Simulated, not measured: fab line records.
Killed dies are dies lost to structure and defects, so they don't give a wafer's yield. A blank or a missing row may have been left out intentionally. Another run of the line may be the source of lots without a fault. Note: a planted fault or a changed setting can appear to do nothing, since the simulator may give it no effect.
fab line records | flow sky130 | part 1 of 2: steps 1 to 25 of 32
record: lots: 5 | wafers: 15 | last_day: 48
route steps=708 shown SONOS_TUNNEL@157 SONOS_ONO@168 GATE_OXIDE@187
lots that met no fault: from a run of the same line without faults
start_h: hours from the record's first day to the start of the lot's first wafer shown | wait_h: how many hours have passed since the lot's step before this one | " identical to the entry in the row above | L1.1+2: several wafers, shown together as one row | - no value, or no start given | * or withheld: withheld | < > ~ a bound
route shown NAME@n: a module of which the file shows steps, and the number in the route of the first | usual: mean/standard deviation of fault-free wafers | same: alike in all rows | chamber/n: place in a boat | sites: the reading at each site | _std_site: how widely they spread, as a standard deviation | _edge_site: inner sites' mean taken away from outer sites' mean | radius_mm: for every site, how far away it sits from the centre of the wafer | mask NAME#n: copy n | behind: the tool/chamber that last shaped the wafer | hold: cause of the lot's hold/its duration in hours/its outcome | device: whichever transistor did not switch (one of n, p or np) | end of line: the route-end tests of the same wafers | where a step has no rows: the recipe by itself | killed: not the wafer's yield, but the dies lost to structure and defects at the first sort | map: a wafer's dies, x killed, . not, _ none there
set.NAME: the setting as run; set.NAME@STEP: as run at that earlier step | model.NAME: the simulator's own value behind a step, which no gauge read
lots at some steps of the route; a table a step, a row a wafer
services: from which hour (start_h, from the record's first day; less than 0 if before it) a tool's chamber was out of use, for how many hours, and why
== steps ==
step: SKY_SONOS_TUNNEL_SOFTBAKE_03
recipe: temp_c: 90 | time_s: 60 | resist: NOVOLAK
usual: chill_plate_temp_C: 23.00/0.1 | resist_line_temp_C: 23.00/0.11
same: time_s: 60
lot.wafer | tool           | chamber | start_h | wait_h | chill_plate_temp_C | resist_line_temp_C
L075.1    | litho_track-04 | 0       | 245.42  | 0.1    | 23.00              | 22.95
L075.5    | "              | 0       | "       | "      | 23.16              | 22.90
L075.6    | "              | 0       | "       | "      | 23.00              | 22.70
L076.2    | litho_track-02 | 0       | 253.11  | 0.1    | 22.98              | 23.01
L076.3    | "              | 0       | "       | "      | 22.97              | 23.05
L076.6    | "              | 0       | "       | "      | 23.03              | 22.97
L077.2    | litho_track-04 | 0       | 267.94  | 0.1    | 23.15              | 23.03
L077.3    | "              | 0       | "       | "      | 22.85              | 23.01
L077.5    | "              | 0       | "       | "      | 23.02              | 23.12
L083.3    | litho_track-04 | 0       | 307.32  | 0.1    | 22.78              | 22.76
L083.4    | "              | 0       | "       | "      | 23.00              | 22.85
L083.6    | "              | 0       | "       | "      | 23.06              | 22.92
L086.2    | litho_track-03 | 0       | 334.99  | 0.1    | 22.88              | 22.98
L086.4    | "              | 0       | "       | "      | 22.85              | 23.21
L086.5    | "              | 0       | "       | "      | 22.81              | 23.15
step: SKY_SONOS_TUNNEL_EXPOSE_04
recipe: mask_id: TUNM | na: 0.6 | source_shape: conventional | sigma_outer: 0.6 | polarization: unpolarized | target_cd_nm: 410 | dose_mj: 136
same: sigma_outer: 0.6
lot.wafer  | tool             | chamber | start_h | wait_h | mask
L075.1+5+6 | iline_stepper-02 | 0       | -       | -      | TUNM#0
L076.2+3+6 | iline_stepper-01 | 0       | -       | -      | TUNM#0
L077.2+3+5 | iline_stepper-01 | 0       | -       | -      | TUNM#0
L083.3+4+6 | iline_stepper-01 | 0       | -       | -      | TUNM#0
L086.2+4+5 | iline_stepper-01 | 0       | -       | -      | TUNM#0
step: SKY_SONOS_TUNNEL_PEB_05
recipe: temp_c: withheld | time_s: * | resist: NOVOLAK
usual: chill_plate_temp_C: * | resist_line_temp_C: *
same: time_s: *
lot.wafer | tool           | chamber | start_h | wait_h | chill_plate_temp_C | resist_line_temp_C
L075.1    | litho_track-03 | 0       | -       | -      | *                  | *
L075.5    | "              | 0       | "       | "      | *                  | *
L075.6    | "              | 0       | "       | "      | *                  | *
L076.2    | litho_track-04 | 0       | -       | -      | *                  | *
L076.3    | "              | 0       | "       | "      | *                  | *
L076.6    | "              | 0       | "       | "      | *                  | *
L077.2    | litho_track-04 | 0       | -       | -      | *                  | *
L077.3    | "              | 0       | "       | "      | *                  | *
L077.5    | "              | 0       | "       | "      | *                  | *
L083.3    | litho_track-02 | 0       | -       | -      | *                  | *
L083.4    | "              | 0       | "       | "      | *                  | *
L083.6    | "              | 0       | "       | "      | *                  | *
L086.2    | litho_track-03 | 0       | -       | -      | *                  | *
L086.4    | "              | 0       | "       | "      | *                  | *
L086.5    | "              | 0       | "       | "      | *                  | *
step: SKY_SONOS_TUNNEL_DEVELOP_06
recipe: resist: NOVOLAK | developer: TMAH | develop_time_s: 60 | dev_temp_c: 23
usual: chill_plate_temp_C: 23.00/0.1 | resist_line_temp_C: 22.99/0.1
lot.wafer | tool           | chamber | start_h | wait_h | chill_plate_temp_C | resist_line_temp_C
L075.1    | litho_track-03 | 0       | 257.32  | 0.1    | 22.98              | 23.02
L075.5    | "              | 0       | "       | "      | 23.03              | 22.91
L075.6    | "              | 0       | "       | "      | 23.02              | 23.11
L076.2    | litho_track-04 | 0       | 264.64  | 0.1    | 22.86              | 23.08
L076.3    | "              | 0       | "       | "      | 22.98              | 23.15
L076.6    | "              | 0       | "       | "      | 23.03              | 23.19
L077.2    | litho_track-04 | 0       | 279.89  | 0.1    | 22.94              | 22.89
L077.3    | "              | 0       | "       | "      | 23.09              | 22.84
L077.5    | "              | 0       | "       | "      | 22.97              | 22.91
L083.3    | litho_track-02 | 0       | 320.49  | 0.1    | 23.04              | 23.10
L083.4    | "              | 0       | "       | "      | 23.00              | 23.14
L083.6    | "              | 0       | "       | "      | 23.08              | 22.92
L086.2    | litho_track-03 | 0       | 348.09  | 0.1    | 22.89              | 22.87
L086.4    | "              | 0       | "       | "      | 22.96              | 23.02
L086.5    | "              | 0       | "       | "      | 22.97              | 22.83
step: SKY_SONOS_TUNNEL_CD_MEAS_07
recipe: target_cd_nm: 410
usual: cd_nm: 409.4/2.3
lot.wafer | tool      | chamber | start_h | wait_h | cd_nm
L075.1    | cd_sem-01 | -       | 257.47  | 0.1    | 413.6
L075.5    | "         | -       | "       | "      | 413.5
L075.6    | "         | -       | "       | "      | 413.3
L076.2    | cd_sem-01 | -       | 264.79  | 0.1    | 408.9
L076.3    | "         | -       | "       | "      | 407.6
L076.6    | "         | -       | "       | "      | 410.3
L077.2    | cd_sem-02 | -       | 280.04  | 0.1    | 411.0
L077.3    | "         | -       | "       | "      | 410.5
L077.5    | "         | -       | "       | "      | 410.9
L083.3    | cd_sem-02 | -       | 320.63  | 0.1    | 411.3
L083.4    | "         | -       | "       | "      | 412.7
L083.6    | "         | -       | "       | "      | 408.5
L086.2    | cd_sem-02 | -       | 348.24  | 0.1    | 410.1
L086.4    | "         | -       | "       | "      | 407.3
L086.5    | "         | -       | "       | "      | 408.7
step: SKY_SONOS_TUNNEL_OVL_MEAS_08
usual: SONOS_TUNNEL_OVL: -1.0/1.4
lot.wafer | tool       | chamber | start_h | wait_h | SONOS_TUNNEL_OVL[nm]
L075.1    | overlay-02 | -       | 257.59  | 0.1    | 0.0
L075.5    | "          | -       | "       | "      | -0.1
L075.6    | "          | -       | "       | "      | 0.4
L076.2    | overlay-01 | -       | 264.89  | 0.1    | -1.5
L076.3    | "          | -       | "       | "      | 0.2
L076.6    | "          | -       | "       | "      | -2.6
L077.2    | overlay-01 | -       | 280.14  | 0.1    | -2.1
L077.3    | "          | -       | "       | "      | -2.0
L077.5    | "          | -       | "       | "      | -2.7
L083.3    | overlay-01 | -       | 320.72  | 0.1    | -2.3
L083.4    | "          | -       | "       | "      | 0.5
L083.6    | "          | -       | "       | "      | -0.1
L086.2    | overlay-01 | -       | 348.34  | 0.1    | -1.7
L086.4    | "          | -       | "       | "      | 0.2
L086.5    | "          | -       | "       | "      | -1.0
step: SKY_SONOS_TUNNEL_IMPLANT_09
recipe: species: B | energy_kev: 20 | dose_cm2: 1e+12 | tilt_deg: withheld
lot.wafer  | tool         | chamber | start_h | wait_h
L075.1+5+6 | implanter-01 | 0       | 257.62  | 0.0
L076.2+3+6 | implanter-01 | 0       | 264.95  | 0.0
L077.2+3+5 | implanter-01 | 0       | 280.20  | 0.0
L083.3+4+6 | implanter-04 | 0       | 320.80  | 0.1
L086.2+4+5 | implanter-02 | 0       | 348.40  | 0.0
step: SKY_SONOS_TUNNEL_WET_ETCH_10
recipe: chemistry: dHF | target_depth_nm: 14 | target: SiO2 | dilution: 100:1 | temp_c: 25 | time_s: 280
usual: bath_heat_duty_pct: 6.3/1.1
same: time_s: 280
lot.wafer | tool         | chamber | start_h | wait_h | bath_heat_duty_pct
L075.1    | wet_bench-03 | 1       | 257.77  | 0.1    | 9.1
L075.5    | "            | 1       | "       | "      | 8.6
L075.6    | "            | 1       | "       | "      | 8.1
L076.2    | wet_bench-03 | 2       | 265.07  | 0.1    | 4.1
L076.3    | "            | 2       | "       | "      | 4.7
L076.6    | "            | 2       | "       | "      | 4.8
L077.2    | wet_bench-01 | 1       | 280.32  | 0.1    | 6.8
L077.3    | "            | 1       | "       | "      | 7.4
L077.5    | "            | 1       | "       | "      | 6.4
L083.3    | wet_bench-03 | 1       | 320.90  | 0.1    | 8.6
L083.4    | "            | 1       | "       | "      | 8.9
L083.6    | "            | 1       | "       | "      | 9.1
L086.2    | wet_bench-01 | 0       | 348.52  | 0.1    | 6.2
L086.4    | "            | 0       | "       | "      | 5.8
L086.5    | "            | 0       | "       | "      | 5.6
step: SKY_SONOS_TUNNEL_STRIP_11
recipe: chemistry: SPM | time_s: 600 | temp_c: 130
usual: bath_heat_duty_pct: 15.1/2.7
same: time_s: 600
lot.wafer | tool         | chamber | start_h | wait_h | bath_heat_duty_pct
L075.1    | wet_bench-02 | 3       | 257.87  | 0.0    | 14.1
L075.5    | "            | 3       | "       | "      | 15.8
L075.6    | "            | 3       | "       | "      | 16.6
L076.2    | wet_bench-03 | 1       | 265.16  | 0.0    | 18.1
L076.3    | "            | 1       | "       | "      | 21.2
L076.6    | "            | 1       | "       | "      | 20.6
L077.2    | wet_bench-02 | 0       | 280.41  | 0.0    | 12.0
L077.3    | "            | 0       | "       | "      | 12.4
L077.5    | "            | 0       | "       | "      | 11.2
L083.3    | wet_bench-02 | 3       | 320.99  | 0.0    | 14.8
L083.4    | "            | 3       | "       | "      | 13.2
L083.6    | "            | 3       | "       | "      | 16.1
L086.2    | wet_bench-02 | 1       | 348.61  | 0.0    | 15.9
L086.4    | "            | 1       | "       | "      | 14.8
L086.5    | "            | 1       | "       | "      | 15.8
step: SKY_SONOS_TUNNEL_TW_MEAS_12
usual: SONOS_TUNNEL_TW: 196.3/1.8
lot.wafer | tool          | chamber | start_h | wait_h | SONOS_TUNNEL_TW
L075.1    | film_metro-02 | -       | 258.04  | 0.0    | 192.4
L075.5    | "             | -       | "       | "      | 193.2
L075.6    | "             | -       | "       | "      | 194.4
L076.2    | film_metro-01 | -       | 265.35  | 0.0    | 195.9
L076.3    | "             | -       | "       | "      | 195.5
L076.6    | "             | -       | "       | "      | 195.7
L077.2    | film_metro-03 | -       | 280.60  | 0.0    | 197.4
L077.3    | "             | -       | "       | "      | 197.9
L077.5    | "             | -       | "       | "      | 198.4
L083.3    | film_metro-01 | -       | 321.18  | 0.0    | 195.7
L083.4    | "             | -       | "       | "      | 195.1
L083.6    | "             | -       | "       | "      | 195.6
L086.2    | film_metro-02 | -       | 348.79  | 0.0    | 195.2
L086.4    | "             | -       | "       | "      | 195.7
L086.5    | "             | -       | "       | "      | 194.8
step: SKY_SONOS_TUNNEL_CLEAN_13
recipe: chemistry: dHF | time_s: 20 | dilution: 100:1 | dry: ipa_marangoni
same: time_s: 20
lot.wafer  | tool         | chamber | start_h | wait_h
L075.1+5+6 | wet_bench-03 | 2       | 258.10  | 0.1
L076.2+3+6 | wet_bench-03 | 0       | 265.40  | 0.0
L077.2+3+5 | wet_bench-01 | 2       | 280.65  | 0.0
L083.3+4+6 | wet_bench-01 | 3       | 321.22  | 0.0
L086.2+4+5 | wet_bench-03 | 2       | 348.84  | 0.0
step: SKY_SONOS_ONO_OXIDATION_00
recipe: temp_c: 800 | ambient: O2 | idle_temp_c: 700 | ramp_up_c_per_min: 10 | ramp_down_c_per_min: 3 | stabilise_s: 600 | purge_s: 300 | target_thk_a: 26 | ox_time_s: 1249
usual: ramp_up_c_per_min: 10.000/0.0018 | spike_tc_lower_C: 801.0/1.2 | tube_center_temp_C_max: 802.1/0.34 | zone_power_lower_pct: 14.9/1.6
lot.wafer | tool       | chamber | start_h | wait_h | ramp_up_c_per_min | spike_tc_lower_C | tube_center_temp_C_max | zone_power_lower_pct
L075.1    | furnace-01 | 0       | 258.12  | 0.0    | 10.002            | 799.7            | 801.6                  | 13.4
L075.5    | "          | 0       | "       | "      | 9.9993            | 800.8            | 802.0                  | 13.3
L075.6    | "          | 0       | "       | "      | 10.001            | 800.9            | 801.7                  | 13.5
L076.2    | furnace-02 | 0       | 267.34  | 1.9    | 9.9998            | 802.4            | 802.1                  | 17.0
L076.3    | "          | 0       | "       | "      | 10.001            | 800.2            | 801.9                  | 16.4
L076.6    | "          | 0       | "       | "      | 9.9988            | 802.8            | 801.6                  | 16.5
L077.2    | furnace-01 | 0       | 282.08  | 1.4    | 9.9997            | 799.1            | 802.4                  | 13.4
L077.3    | "          | 0       | "       | "      | 9.9953            | 800.5            | 802.3                  | 13.5
L077.5    | "          | 0       | "       | "      | 10.003            | 798.2            | 802.2                  | 13.4
L083.3    | furnace-02 | 0       | 322.44  | 1.2    | 9.9998            | 801.4            | 802.0                  | 16.6
L083.4    | "          | 0       | "       | "      | 10.001            | 800.9            | 801.8                  | 16.8
L083.6    | "          | 0       | "       | "      | 10.001            | 801.4            | 801.9                  | 16.5
L086.2    | furnace-01 | 0       | 355.22  | 6.4    | 9.9984            | 800.6            | 803.4                  | 13.4
L086.4    | "          | 0       | "       | "      | 10.002            | 799.9            | 802.5                  | 13.7
L086.5    | "          | 0       | "       | "      | 9.9995            | 801.4            | 801.9                  | 13.4
step: SKY_SONOS_ONO_THK_MEAS_01
recipe: reads: SiO2_of_SONOS_ONO_OXIDATION_00
usual: SONOS_ONO_OXIDATION_THK: 2.58/0.058
lot.wafer | tool          | chamber | start_h | wait_h | SONOS_ONO_OXIDATION_THK[nm]
L075.1    | film_metro-04 | -       | 259.46  | 0.0    | 2.68
L075.5    | "             | -       | "       | "      | 2.65
L075.6    | "             | -       | "       | "      | 2.60
L076.2    | film_metro-04 | -       | 268.70  | 0.0    | 2.58
L076.3    | "             | -       | "       | "      | 2.52
L076.6    | "             | -       | "       | "      | 2.53
L077.2    | film_metro-01 | -       | 283.44  | 0.0    | 2.54
L077.3    | "             | -       | "       | "      | 2.57
L077.5    | "             | -       | "       | "      | 2.60
L083.3    | film_metro-04 | -       | 323.81  | 0.0    | 2.53
L083.4    | "             | -       | "       | "      | 2.56
L083.6    | "             | -       | "       | "      | 2.58
L086.2    | film_metro-01 | -       | 356.57  | 0.0    | 2.58
L086.4    | "             | -       | "       | "      | 2.65
L086.5    | "             | -       | "       | "      | 2.66
step: SKY_SONOS_ONO_CVD_02
recipe: material: Si3N4 | precursor: DCS/NH3 | target_thk_nm: 10.5 | temp_c: 770 | time_s: 180 | pressure_mtorr: 250
usual: spike_tc_lower_C: 771.5/1.3 | zone_power_lower_pct: 11.7/0.36
same: time_s: 180
lot.wafer | tool     | chamber | start_h | wait_h | spike_tc_lower_C | zone_power_lower_pct
L075.1    | lpcvd-02 | 1       | 259.53  | 0.1    | 771.9            | 11.2
L075.5    | "        | 1       | "       | "      | 771.4            | 11.3
L075.6    | "        | 1       | "       | "      | 770.2            | 11.2
L076.2    | lpcvd-02 | 0       | 269.55  | 0.8    | 772.3            | 11.9
L076.3    | "        | 0       | "       | "      | 773.4            | 11.9
L076.6    | "        | 0       | "       | "      | 770.8            | 12.1
L077.2    | lpcvd-02 | 0       | 283.93  | 0.5    | 771.8            | 11.7
L077.3    | "        | 0       | "       | "      | 771.8            | 12.0
L077.5    | "        | 0       | "       | "      | 772.2            | 12.1
L083.3    | lpcvd-02 | 1       | 324.29  | 0.5    | 770.8            | 11.4
L083.4    | "        | 1       | "       | "      | 770.1            | 11.2
L083.6    | "        | 1       | "       | "      | 770.9            | 11.2
L086.2    | lpcvd-02 | 0       | 357.80  | 1.2    | 772.0            | 12.0
L086.4    | "        | 0       | "       | "      | 772.1            | 12.0
L086.5    | "        | 0       | "       | "      | 771.2            | 12.1
step: SKY_SONOS_ONO_THK_MEAS_03
recipe: reads: Si3N4_of_SONOS_ONO_CVD_02
usual: SONOS_ONO_CVD_02_THK: 10.48/0.14
lot.wafer | tool          | chamber | start_h | wait_h | SONOS_ONO_CVD_02_THK[nm]
L075.1    | film_metro-01 | -       | 260.58  | 0.0    | 10.46
L075.5    | "             | -       | "       | "      | 10.52
L075.6    | "             | -       | "       | "      | 10.50
L076.2    | film_metro-03 | -       | 270.61  | 0.0    | 10.58
L076.3    | "             | -       | "       | "      | 10.60
L076.6    | "             | -       | "       | "      | 10.67
L077.2    | film_metro-03 | -       | 284.99  | 0.0    | 10.56
L077.3    | "             | -       | "       | "      | 10.63
L077.5    | "             | -       | "       | "      | 10.68
L083.3    | film_metro-01 | -       | 325.36  | 0.0    | 10.35
L083.4    | "             | -       | "       | "      | 10.37
L083.6    | "             | -       | "       | "      | 10.45
L086.2    | film_metro-03 | -       | 358.86  | 0.0    | 10.72
L086.4    | "             | -       | "       | "      | 10.57
L086.5    | "             | -       | "       | "      | 10.72
step: SKY_SONOS_ONO_CVD_04
recipe: material: SiO2 | precursor: SiH4/N2O | target_thk_nm: 5.7199 | temp_c: 900 | pressure_mtorr: 400
usual: spike_tc_lower_C: 901.0/1.4 | zone_power_lower_pct: 17.6/0.43
same: time_s: 900
lot.wafer | tool     | chamber | start_h | wait_h | spike_tc_lower_C | zone_power_lower_pct
L075.1    | lpcvd-03 | 1       | 260.64  | 0.1    | 899.1            | 17.5
L075.5    | "        | 1       | "       | "      | 902.1            | 17.7
L075.6    | "        | 1       | "       | "      | 902.3            | 18.2
L076.2    | lpcvd-03 | 1       | 270.66  | 0.0    | 901.8            | 18.0
L076.3    | "        | 1       | "       | "      | 900.1            | 18.0
L076.6    | "        | 1       | "       | "      | 903.9            | 17.7
L077.2    | lpcvd-03 | 1       | 285.04  | 0.0    | 900.8            | 17.8
L077.3    | "        | 1       | "       | "      | 902.5            | 17.6
L077.5    | "        | 1       | "       | "      | 901.3            | 17.8
L083.3    | lpcvd-03 | 0       | 325.40  | 0.0    | 900.3            | 16.9
L083.4    | "        | 0       | "       | "      | 899.0            | 17.2
L083.6    | "        | 0       | "       | "      | 900.4            | 17.2
L086.2    | lpcvd-03 | 1       | 358.91  | 0.0    | 902.6            | 17.6
L086.4    | "        | 1       | "       | "      | 899.6            | 17.7
L086.5    | "        | 1       | "       | "      | 903.8            | 17.8
step: SKY_SONOS_ONO_THK_MEAS_05
recipe: reads: SiO2_of_SONOS_ONO_CVD_04
usual: SONOS_ONO_CVD_04_THK: 5.76/0.092
lot.wafer | tool          | chamber | start_h | wait_h | SONOS_ONO_CVD_04_THK[nm]
L075.1    | film_metro-01 | -       | 261.89  | 0.0    | 5.80
L075.5    | "             | -       | "       | "      | 5.76
L075.6    | "             | -       | "       | "      | 5.78
L076.2    | film_metro-04 | -       | 271.92  | 0.0    | 5.75
L076.3    | "             | -       | "       | "      | 5.82
L076.6    | "             | -       | "       | "      | 5.80
L077.2    | film_metro-03 | -       | 286.30  | 0.0    | 5.87
L077.3    | "             | -       | "       | "      | 5.73
L077.5    | "             | -       | "       | "      | 5.78
L083.3    | film_metro-03 | -       | 326.67  | 0.0    | 5.64
L083.4    | "             | -       | "       | "      | 5.61
L083.6    | "             | -       | "       | "      | 5.72
L086.2    | film_metro-01 | -       | 360.17  | 0.0    | 5.73
L086.4    | "             | -       | "       | "      | 5.83
L086.5    | "             | -       | "       | "      | 5.90
step: SKY_SONOS_ONO_DEHYDRATE_06
recipe: temp_c: 200 | time_s: 60
usual: chill_plate_temp_C: 23.02/0.12 | resist_line_temp_C: 23.01/0.1
same: time_s: 60
lot.wafer | tool           | chamber | start_h | wait_h | chill_plate_temp_C | resist_line_temp_C
L075.1    | litho_track-01 | 0       | 272.99  | 11.1   | 22.89              | 22.90
L075.5    | "              | 0       | "       | "      | 22.85              | 22.92
L075.6    | "              | 0       | "       | "      | 22.78              | 22.91
L076.2    | litho_track-01 | 0       | 283.31  | 11.4   | 23.10              | 23.14
L076.3    | "              | 0       | "       | "      | 23.01              | 23.03
L076.6    | "              | 0       | "       | "      | 23.09              | 23.11
L077.2    | litho_track-01 | 0       | 298.21  | 11.9   | 23.10              | 23.21
L077.3    | "              | 0       | "       | "      | 23.28              | 23.03
L077.5    | "              | 0       | "       | "      | 23.17              | 22.94
L083.3    | litho_track-03 | 0       | 340.37  | 13.7   | 22.92              | 22.99
L083.4    | "              | 0       | "       | "      | 23.09              | 22.95
L083.6    | "              | 0       | "       | "      | 23.14              | 22.96
L086.2    | litho_track-03 | 0       | 372.79  | 12.6   | 23.03              | 22.99
L086.4    | "              | 0       | "       | "      | 22.88              | 23.14
L086.5    | "              | 0       | "       | "      | 23.00              | 23.07
step: SKY_SONOS_ONO_HMDS_07
recipe: prime_time_s: 60 | prime_temp_c: 120
usual: chill_plate_temp_C: 23.00/0.094 | resist_line_temp_C: 23.02/0.11
same: prime_time_s: 60
lot.wafer | tool           | chamber | start_h | wait_h | chill_plate_temp_C | resist_line_temp_C
L075.1    | litho_track-01 | 0       | 273.14  | 0.1    | 22.90              | 23.04
L075.5    | "              | 0       | "       | "      | 22.99              | 23.10
L075.6    | "              | 0       | "       | "      | 22.92              | 23.20
L076.2    | litho_track-01 | 0       | 283.46  | 0.1    | 23.08              | 22.95
L076.3    | "              | 0       | "       | "      | 22.94              | 22.88
L076.6    | "              | 0       | "       | "      | 23.01              | 22.89
L077.2    | litho_track-01 | 0       | 298.36  | 0.1    | 22.94              | 23.08
L077.3    | "              | 0       | "       | "      | 22.84              | 22.97
L077.5    | "              | 0       | "       | "      | 22.90              | 23.04
L083.3    | litho_track-03 | 0       | 340.52  | 0.1    | 22.90              | 23.04
L083.4    | "              | 0       | "       | "      | 23.01              | 23.22
L083.6    | "              | 0       | "       | "      | 23.06              | 23.06
L086.2    | litho_track-03 | 0       | 372.94  | 0.1    | 23.02              | 23.19
L086.4    | "              | 0       | "       | "      | 23.07              | 22.99
L086.5    | "              | 0       | "       | "      | 22.95              | 23.10
step: SKY_SONOS_ONO_COAT_08
recipe: resist: NOVOLAK | spin_rpm: 3000 | resist_thk_nm: 1140
usual: chill_plate_temp_C: 23.00/0.11 | resist_line_temp_C: 22.97/0.1
lot.wafer | tool           | chamber | start_h | wait_h | chill_plate_temp_C | resist_line_temp_C
L075.1    | litho_track-01 | 0       | 273.29  | 0.1    | 23.10              | 22.93
L075.5    | "              | 0       | "       | "      | 23.29              | 23.10
L075.6    | "              | 0       | "       | "      | 23.29              | 22.95
L076.2    | litho_track-01 | 0       | 283.61  | 0.1    | 22.81              | 23.04
L076.3    | "              | 0       | "       | "      | 22.89              | 23.01
L076.6    | "              | 0       | "       | "      | 22.84              | 23.19
L077.2    | litho_track-01 | 0       | 298.51  | 0.1    | 22.98              | 22.99
L077.3    | "              | 0       | "       | "      | 23.10              | 22.86
L077.5    | "              | 0       | "       | "      | 22.96              | 22.74
L083.3    | litho_track-03 | 0       | 340.67  | 0.1    | 22.85              | 22.69
L083.4    | "              | 0       | "       | "      | 22.97              | 22.87
L083.6    | "              | 0       | "       | "      | 22.96              | 23.01
L086.2    | litho_track-03 | 0       | 373.09  | 0.1    | 22.86              | 23.05
L086.4    | "              | 0       | "       | "      | 22.84              | 23.07
L086.5    | "              | 0       | "       | "      | 22.99              | 22.96
step: SKY_SONOS_ONO_SOFTBAKE_09
recipe: temp_c: 90 | time_s: 60 | resist: NOVOLAK
usual: chill_plate_temp_C: 23.02/0.12 | resist_line_temp_C: 23.01/0.11
same: time_s: 60
lot.wafer | tool           | chamber | start_h | wait_h | chill_plate_temp_C | resist_line_temp_C
L075.1    | litho_track-01 | 0       | 273.44  | 0.1    | 22.82              | 23.10
L075.5    | "              | 0       | "       | "      | 22.91              | 22.99
L075.6    | "              | 0       | "       | "      | 23.15              | 22.96
L076.2    | litho_track-01 | 0       | 283.76  | 0.1    | 23.04              | 22.98
L076.3    | "              | 0       | "       | "      | 23.21              | 23.00
L076.6    | "              | 0       | "       | "      | 23.17              | 23.10
L077.2    | litho_track-01 | 0       | 298.66  | 0.1    | 23.00              | 22.88
L077.3    | "              | 0       | "       | "      | 23.11              | 23.15
L077.5    | "              | 0       | "       | "      | 22.87              | 22.87
L083.3    | litho_track-03 | 0       | 340.82  | 0.1    | 23.17              | 23.05
L083.4    | "              | 0       | "       | "      | 22.93              | 23.11
L083.6    | "              | 0       | "       | "      | 22.85              | 23.01
L086.2    | litho_track-03 | 0       | 373.24  | 0.1    | 22.93              | 23.09
L086.4    | "              | 0       | "       | "      | 22.96              | 22.90
L086.5    | "              | 0       | "       | "      | 23.01              | 22.97
step: SKY_SONOS_ONO_EXPOSE_10
recipe: mask_id: ONOM | target_cd_nm: 410 | na: 0.6 | source_shape: conventional | sigma_outer: 0.6 | dose_mj: 150
same: sigma_outer: 0.6
lot.wafer  | tool             | chamber | start_h | wait_h | mask
L075.1+5+6 | iline_stepper-01 | 0       | -       | -      | ONOM#0
L076.2+3+6 | iline_stepper-01 | 0       | -       | -      | ONOM#0
L077.2+3+5 | iline_stepper-02 | 0       | -       | -      | ONOM#0
L083.3+4+6 | iline_stepper-02 | 0       | -       | -      | ONOM#0
L086.2+4+5 | iline_stepper-02 | 0       | -       | -      | ONOM#0
step: SKY_SONOS_ONO_PEB_11
recipe: temp_c: withheld | time_s: * | resist: NOVOLAK
usual: chill_plate_temp_C: * | resist_line_temp_C: *
same: time_s: *
lot.wafer | tool           | chamber | start_h | wait_h | chill_plate_temp_C | resist_line_temp_C
L075.1    | litho_track-01 | 0       | -       | -      | *                  | *
L075.5    | "              | 0       | "       | "      | *                  | *
L075.6    | "              | 0       | "       | "      | *                  | *
L076.2    | litho_track-04 | 0       | -       | -      | *                  | *
L076.3    | "              | 0       | "       | "      | *                  | *
L076.6    | "              | 0       | "       | "      | *                  | *
L077.2    | litho_track-01 | 0       | -       | -      | *                  | *
L077.3    | "              | 0       | "       | "      | *                  | *
L077.5    | "              | 0       | "       | "      | *                  | *
L083.3    | litho_track-03 | 0       | -       | -      | *                  | *
L083.4    | "              | 0       | "       | "      | *                  | *
L083.6    | "              | 0       | "       | "      | *                  | *
L086.2    | litho_track-01 | 0       | -       | -      | *                  | *
L086.4    | "              | 0       | "       | "      | *                  | *
L086.5    | "              | 0       | "       | "      | *                  | *
step: SKY_SONOS_ONO_DEVELOP_12
recipe: develop_time_s: 60 | dev_temp_c: 23
usual: chill_plate_temp_C: 22.99/0.11 | resist_line_temp_C: 22.99/0.098
lot.wafer | tool           | chamber | start_h | wait_h | chill_plate_temp_C | resist_line_temp_C
L075.1    | litho_track-01 | 0       | 286.44  | 0.1    | 22.77              | 22.97
L075.5    | "              | 0       | "       | "      | 22.86              | 23.05
L075.6    | "              | 0       | "       | "      | 22.95              | 22.82
L076.2    | litho_track-04 | 0       | 296.04  | 0.1    | 22.98              | 22.88
L076.3    | "              | 0       | "       | "      | 22.92              | 22.88
L076.6    | "              | 0       | "       | "      | 22.76              | 22.86
L077.2    | litho_track-01 | 0       | 311.56  | 0.1    | 22.96              | 23.11
L077.3    | "              | 0       | "       | "      | 23.07              | 23.08
L077.5    | "              | 0       | "       | "      | 22.76              | 23.00
L083.3    | litho_track-03 | 0       | 354.22  | 0.1    | 23.18              | 23.02
L083.4    | "              | 0       | "       | "      | 22.98              | 23.18
L083.6    | "              | 0       | "       | "      | 23.02              | 22.94
L086.2    | litho_track-01 | 0       | 386.81  | 0.1    | 23.09              | 22.96
L086.4    | "              | 0       | "       | "      | 22.96              | 23.00
L086.5    | "              | 0       | "       | "      | 22.97              | 22.92
step: SKY_SONOS_ONO_CD_MEAS_13
recipe: target_cd_nm: 410
usual: cd_nm: 409.7/2.5
lot.wafer | tool      | chamber | start_h | wait_h | cd_nm
L075.1    | cd_sem-02 | -       | 286.59  | 0.1    | 407.7
L075.5    | "         | -       | "       | "      | 408.5
L075.6    | "         | -       | "       | "      | 410.0
L076.2    | cd_sem-02 | -       | 296.19  | 0.1    | 406.6
L076.3    | "         | -       | "       | "      | 409.1
L076.6    | "         | -       | "       | "      | 408.5
L077.2    | cd_sem-02 | -       | 311.71  | 0.1    | 410.2
L077.3    | "         | -       | "       | "      | 410.8
L077.5    | "         | -       | "       | "      | 410.3
L083.3    | cd_sem-02 | -       | 354.36  | 0.1    | 408.6
L083.4    | "         | -       | "       | "      | 409.6
L083.6    | "         | -       | "       | "      | 408.9
L086.2    | cd_sem-01 | -       | 386.96  | 0.1    | 408.1
L086.4    | "         | -       | "       | "      | 406.5
L086.5    | "         | -       | "       | "      | 407.7
